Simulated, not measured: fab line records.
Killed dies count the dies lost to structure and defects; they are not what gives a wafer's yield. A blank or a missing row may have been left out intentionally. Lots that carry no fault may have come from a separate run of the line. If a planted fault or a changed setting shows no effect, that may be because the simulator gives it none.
A lot that was struck, set against a sound lot / flow sky130 / 18 out of 708 route steps
Sound: wafers L420.3, L420.4, L420.5. The struck wafers were L435.2, L435.4, L435.5. The cause comes at the end.
Each step with rows lists, per side, the tool, then ch with its chambers, then its first start. Under that, the readings that differ: sound wafers / struck wafers / difference of the means / sigmas: that difference in standard deviations of wafers without a fault.
alike: a reading whose means differ by less than 2 such deviations, as well as words and numbers matching on both sides. not compared: withheld readings; readings where some wafer has no value; bounds like >300 that might hide an equal value; numbers whose values overlap and for which the record gives no deviation.
Wherever a step has rows on one side only, a row that says differs or no value, or a row with sigmas, the two part there. Numbers that have no deviation but don't overlap get no sigmas and don't part them. A reading missing from all wafers of one side parts the sides only when that side holds two or more wafers.

first, 1 step without rows for these wafers: SKY_VT_ADJUST_HVTP_DEVELOP_06 (develop time 60 s).
SKY_VT_ADJUST_HVTP_CD_MEAS_07 targets a cd of 380 nm.
  sound on cdSem-01, day 7 07:54; struck on cdSem-02, day 11 07:02
  alike: cdNm
SKY_VT_ADJUST_HVTP_OVL_MEAS_08:
  sound on overlay-01, day 7 07:59; struck on overlay-01, day 11 07:08
reading=VT_ADJUST_HVTP_OVL (nm); sound=1.4 1.1 1.0; struck=-3.7 -3.1 -2.6; difference=-4.3; sigmas=-2
following that, these wafers have no rows for 1 step: SKY_VT_ADJUST_HVTP_IMPLANT_09.
SKY_VT_ADJUST_HVTP_STRIP_10: strips in O2/N2.
  sound on plasmaAsher-04 ch 0,1, day 7 08:12; struck on plasmaAsher-03 ch 0,1, day 11 07:19
  alike: drypumpMotorCurrentA, oesProductAu, stripTimeToEndpointS
  not compared: rfHoursCounterH
SKY_VT_ADJUST_HVTP_TW_MEAS_11:
  sound on filmMetro-04, day 7 08:17; struck on filmMetro-03, day 11 07:26
  alike: VT_ADJUST_HVTP_TW
then, 6 steps without rows for these wafers: SKY_VT_ADJUST_LVTN_DEHYDRATE_00 (time 60 s); SKY_VT_ADJUST_LVTN_HMDS_01 (prime time 60 s); SKY_VT_ADJUST_LVTN_COAT_02 (resist thk 3000 nm); SKY_VT_ADJUST_LVTN_SOFTBAKE_03; SKY_VT_ADJUST_LVTN_EXPOSE_04 (exposes mask NWM COMPLEMENT LESS NATIVE, target cd 840 nm); SKY_VT_ADJUST_LVTN_PEB_05.
SKY_VT_ADJUST_LVTN_DEVELOP_06: develop time 60 s.
  sound on lithoTrack-03 ch 0, day 8 04:00; struck on lithoTrack-02 ch 0, day 12 07:00
SKY_VT_ADJUST_LVTN_OVL_MEAS_07:
  sound on overlay-02, day 8 04:16; struck on overlay-01, day 12 07:09
reading=VT_ADJUST_LVTN_OVL (nm); sound=0.2 -2.3 -1.4; struck=- - -; difference=no value on the struck wafers; sigmas=
following that, these wafers have no rows for 1 step: SKY_VT_ADJUST_LVTN_IMPLANT_08.
SKY_VT_ADJUST_LVTN_STRIP_09: strips in O2/N2.
  sound on plasmaAsher-01 ch 0,1, day 8 04:29; struck on plasmaAsher-02 ch 0,1, day 12 07:20
reading=oesProductAu (a.u.); sound=0.717 0.723 0.716; struck=0.738 0.722 0.723; difference=+0.009; sigmas=+2
  alike: drypumpMotorCurrentA, stripTimeToEndpointS
  not compared: rfHoursCounterH
SKY_VT_ADJUST_LVTN_TW_MEAS_10:
  sound on filmMetro-01, day 8 04:34; struck on filmMetro-04, day 12 07:26
reading=VT_ADJUST_LVTN_TW; sound=234.7 236.8 235.7; struck=30.0 30.0 30.0; difference=-205.7; sigmas=-69
then, 1 step without rows for these wafers: SKY_VT_ADJUST_LVTN_DEHYDRATE_11 (time 60 s).

## WHERE THEY PART
Earliest at SKY_VT_ADJUST_HVTP_OVL_MEAS_08; latest, in this record, at SKY_VT_ADJUST_LVTN_TW_MEAS_10.

WHY: what had been put in by the simulator
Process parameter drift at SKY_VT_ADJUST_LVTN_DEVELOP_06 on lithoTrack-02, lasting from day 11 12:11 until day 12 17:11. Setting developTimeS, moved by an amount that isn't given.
